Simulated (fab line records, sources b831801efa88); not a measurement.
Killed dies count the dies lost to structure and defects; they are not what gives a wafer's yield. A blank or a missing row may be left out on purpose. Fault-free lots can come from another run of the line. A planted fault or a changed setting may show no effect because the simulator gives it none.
Which tool is to blame?	flow gf180mcu	72 wafers from 24 lots sampled at 5 of the route's 602 steps

## WHAT THE GAUGES SHOWED, per wafer
GF_V4_THK_MEAS_03. Usual: V4_CVD_02_THK 849 nm, standard deviation 12.
lot	measured	on	V4_CVD_02_THK (nm)	flag
L074	day 23 14:35	film metro-02	846 844 831	
L075	day 23 20:27	film metro-02	842 855 844	
L076	day 24 13:54	film metro-04	834 830 842	
L077	day 24 20:17	film metro-03	843 848 844	
L078	day 25 01:33	film metro-03	840 839 850	
L079	day 25 07:13	film metro-03	842 854 844	
L080	day 25 21:52	film metro-03	815 837 842	
L081	day 26 01:05	film metro-02	863 857 857	
L082	day 26 15:13	film metro-02	863 863 870	
L083	day 26 19:37	film metro-03	850 848 845	
L084	day 27 01:33	film metro-04	856 863 871	
L085	day 27 12:39	film metro-02	852 869 857	
L086	day 27 19:07	film metro-02	855 846 863	
L087	day 28 00:52	film metro-02	837 856 844	
L088	day 28 12:33	film metro-03	835 830 847	
L089	day 28 12:46	film metro-04	851 842 832	
L090	day 28 19:21	film metro-02	838 846 837	
L091	day 29 01:55	film metro-04	828 828 840	
L092	day 29 09:06	film metro-04	855 847 873	
L093	day 29 17:26	film metro-03	834 853 863	
L094	day 29 23:37	film metro-02	860 846 858	
L095	day 30 10:07	film metro-03	836 848 862	
L096	day 30 10:46	film metro-02	836 856 846	
L097	day 30 15:26	film metro-04	844 852 866	

GF_V5_CD_MEAS_14 targets a cd of 260 nm. Usual: cd nm 260.1 nm, standard deviation 0.94.
lot	measured	on	cd nm (nm)	flag
L074	day 27 08:06	cd sem-01	260.6 259.2 259.7	
L075	day 27 13:08	cd sem-02	260.4 260.0 260.5	
L076	day 28 07:56	cd sem-02	260.7 259.2 260.1	
L077	day 28 10:27	cd sem-02	259.8 260.6 261.2	
L078	day 28 15:50	cd sem-02	261.0 260.3 260.9	
L079	day 28 20:32	cd sem-01	261.9 260.3 260.0	
L080	day 29 10:32	cd sem-02	260.2 258.9 259.2	
L081	day 29 13:44	cd sem-01	259.9 260.3 259.4	
L082	day 30 00:49	cd sem-02	260.1 258.8 260.2	
L083	day 30 06:16	cd sem-01	262.4 261.7 262.4	
L084	day 30 11:48	cd sem-01	259.4 258.6 259.6	
L085	day 30 20:09	cd sem-01	260.4 260.4 260.4	
L086	day 31 02:33	cd sem-01	261.2 257.9 259.2	
L087	day 31 09:02	cd sem-02	260.7 259.8 261.4	
L088	day 31 17:18	cd sem-02	260.8 260.5 262.0	
L089	day 31 18:02	cd sem-02	259.4 260.5 259.6	
L090	day 32 00:45	cd sem-02	260.2 259.6 258.8	
L091	day 32 06:19	cd sem-01	260.6 258.9 259.4	
L092	day 32 11:20	cd sem-02	259.3 259.5 258.4	
L093	day 33 02:17	cd sem-02	259.9 258.2 259.7	
L094	day 33 01:36	cd sem-02	260.6 261.1 261.2	
L095	day 33 10:11	cd sem-01	258.7 259.7 259.8	
L096	day 33 10:56	cd sem-01	259.5 259.9 259.2	
L097	day 33 15:18	cd sem-01	259.5 259.7 259.8	

GF_TOP_METAL_CD_MEAS_14 targets a cd of 440 nm. Usual: cd nm 438.8 nm, standard deviation 2.
lot	measured	on	cd nm (nm)	flag
L074	day 28 05:47	cd sem-02	438.4 438.2 438.5	
L075	day 28 10:50	cd sem-02	438.3 437.2 436.5	
L076	day 29 04:41	cd sem-02	442.3 442.6 441.9	
L077	day 29 07:09	cd sem-02	440.1 438.9 439.8	
L078	day 29 13:18	cd sem-01	436.7 437.2 437.2	
L079	day 29 17:15	cd sem-02	441.1 440.7 439.4	
L080	day 30 07:20	cd sem-01	436.6 436.5 437.5	
L081	day 30 09:50	cd sem-02	438.7 438.7 439.6	
L082	day 30 20:31	cd sem-02	438.7 440.3 440.5	
L083	day 31 01:56	cd sem-01	439.2 439.0 439.0	
L084	day 31 07:24	cd sem-02	438.5 438.8 439.4	
L085	day 31 14:57	cd sem-01	438.0 439.0 438.3	
L086	day 31 21:29	cd sem-01	432.4 435.1 434.9	
L087	day 32 03:44	cd sem-01	442.5 441.3 440.4	
L088	day 32 10:59	cd sem-02	437.6 441.4 441.0	
L089	day 32 12:23	cd sem-02	441.5 438.4 440.8	
L090	day 32 18:57	cd sem-01	440.0 438.1 438.5	
L091	day 33 00:33	cd sem-01	437.0 436.5 437.1	
L092	day 33 05:29	cd sem-01	435.8 436.3 436.9	
L093	day 33 19:36	cd sem-01	443.4 439.5 442.6	
L094	day 33 19:15	cd sem-01	437.9 440.4 438.7	
L095	day 34 03:50	cd sem-01	436.3 437.8 439.4	
L096	day 34 04:07	cd sem-02	436.9 437.4 438.9	
L097	day 34 08:13	cd sem-01	438.3 439.4 437.2	

## TOOL THAT RAN EACH LOT (tool first, then ch and the chambers of the sampled wafers, then the start)
lot	GF_V2_CMP_26	GF_V3_SPUTTER_21
L074	cmp-02 ch 0,2,3, day 20 10:49	pvd sputter-04, day 22 13:54
L075	cmp-02 ch 0,1,3, day 20 18:28	pvd sputter-03, day 22 20:12
L076	cmp-01 ch 0,2,3, day 21 12:24	pvd sputter-04, day 23 13:56
L077	cmp-01 ch 2,3, day 21 19:47	pvd sputter-04, day 23 19:56
L078	cmp-01 ch 0,1, day 22 00:38	pvd sputter-03, day 24 01:48
L079	cmp-02 ch 0,1,3, day 22 07:50	pvd sputter-02, day 24 07:42
L080	cmp-01 ch 1,2, day 22 23:05	pvd sputter-03, day 24 22:18
L081	cmp-02 ch 1,2,3, day 23 01:55	pvd sputter-04, day 25 01:51
L082	cmp-01 ch 0,1,3, day 23 16:40	pvd sputter-03, day 25 17:25
L083	cmp-02 ch 0,1,2, day 23 21:40	pvd sputter-04, day 25 20:32
L084	cmp-01 ch 1,2, day 24 05:26	pvd sputter-03, day 26 03:02
L085	cmp-02 ch 0,3, day 24 18:43	pvd sputter-04, day 26 14:44
L086	cmp-01 ch 0,2,3, day 24 23:48	pvd sputter-04, day 26 20:51
L087	cmp-02 ch 0,1,2, day 25 06:27	pvd sputter-02, day 27 02:50
L088	cmp-02 ch 0,1,2, day 25 18:38	pvd sputter-02, day 27 14:14
L089	cmp-02 ch 0,2,3, day 25 18:53	pvd sputter-04, day 27 14:44
L090	cmp-02 ch 0,1,3, day 26 02:12	pvd sputter-03, day 27 21:57
L091	cmp-02 ch 1,2,3, day 26 10:02	pvd sputter-04, day 28 04:57
L092	cmp-01 ch 1,2,3, day 26 16:51	pvd sputter-03, day 28 11:57
L093	cmp-01 ch 0,3, day 27 01:58	pvd sputter-02, day 28 20:32
L094	cmp-01 ch 1,2,3, day 27 08:49	pvd sputter-03, day 29 02:40
L095	cmp-02 ch 1,2,3, day 27 19:33	pvd sputter-04, day 29 12:56
L096	cmp-01 ch 0,1,3, day 27 20:26	pvd sputter-03, day 29 13:56
L097	cmp-02 ch 0,1, day 28 01:14	pvd sputter-03, day 29 18:30
- GF_V2_CMP_26: polishes, stops on SiO2, t overpolish 15 s, target thk 0 nm.
- GF_V3_SPUTTER_21: material Ti, target thk 15 nm, time 80.02 s.

## AS READ BY THE TOOLS THEMSELVES (means over the sampled wafers that have a number; for cases with no such wafer, the mark the record gives instead)
GF_V2_CMP_26. Usual: motor current A 11.0 A, standard deviation 1.1; overpolish run s 15.000 s, standard deviation 0.0095; time to endpoint s 84.8 s, standard deviation 2.9.
lot	tool	motor current A (A)	overpolish run s (s)	time to endpoint s (s)	flag
L074	cmp-02	10.2	15.003	84.1	
L075	cmp-02	10.6	15.000	84.7	
L076	cmp-01	11.6	15.004	84.7	
L077	cmp-01	12.0	15.007	84.1	
L078	cmp-01	11.7	15.004	82.2	
L079	cmp-02	10.6	14.999	86.4	
L080	cmp-01	11.0	15.001	87.4	
L081	cmp-02	10.6	14.995	82.7	
L082	cmp-01	11.4	14.996	83.3	
L083	cmp-02	10.6	15.006	82.9	
L084	cmp-01	10.6	14.995	88.4	
L085	cmp-02	9.8	15.004	84.2	
L086	cmp-01	11.6	15.001	86.3	
L087	cmp-02	10.7	14.993	86.1	
L088	cmp-02	10.8	14.994	85.1	
L089	cmp-02	9.9	14.999	90.0	
L090	cmp-02	10.4	14.992	84.0	
L091	cmp-02	10.7	15.001	82.1	
L092	cmp-01	11.4	15.004	84.5	
L093	cmp-01	12.5	15.006	81.8	
L094	cmp-01	10.9	14.998	83.1	
L095	cmp-02	10.9	15.003	89.1	
L096	cmp-01	11.8	14.998	82.1	
L097	cmp-02	11.1	14.995	84.9	

GF_V3_SPUTTER_21. Usual: throttle valve pct 30.5 %, standard deviation 1.
lot	tool	throttle valve pct (%)	flag
L074	pvd sputter-04	30.3	
L075	pvd sputter-03	29.9	
L076	pvd sputter-04	30.5	
L077	pvd sputter-04	30.2	
L078	pvd sputter-03	30.6	
L079	pvd sputter-02	30.3	
L080	pvd sputter-03	30.1	
L081	pvd sputter-04	30.6	
L082	pvd sputter-03	30.3	
L083	pvd sputter-04	30.6	
L084	pvd sputter-03	30.5	
L085	pvd sputter-04	30.6	
L086	pvd sputter-04	30.3	
L087	pvd sputter-02	30.8	
L088	pvd sputter-02	30.8	
L089	pvd sputter-04	30.1	
L090	pvd sputter-03	30.7	
L091	pvd sputter-04	30.3	
L092	pvd sputter-03	30.4	
L093	pvd sputter-02	30.3	
L094	pvd sputter-03	30.4	
L095	pvd sputter-04	30.8	
L096	pvd sputter-03	30.7	
L097	pvd sputter-03	30.2	

## THE ANSWER, worked out from the rows above alone
Rule: lot off if the mean of its wafers having a number is beyond 3 standard deviations from the usual mean. A lot without any number at a reading at which 4 lots or more have one is off too. All remaining lots with rows at the step are treated as sound. After the gauges, taken in route order, come the tools' own readings; for these a lot's mean is taken, as printed above. At the first step where some lot is off, the reading lying furthest off is the one used; lots without a number count as furthest.
Across all readings shown, no lot is off: no conclusion can be drawn from this.

## WHAT THE SIMULATOR PUT IN
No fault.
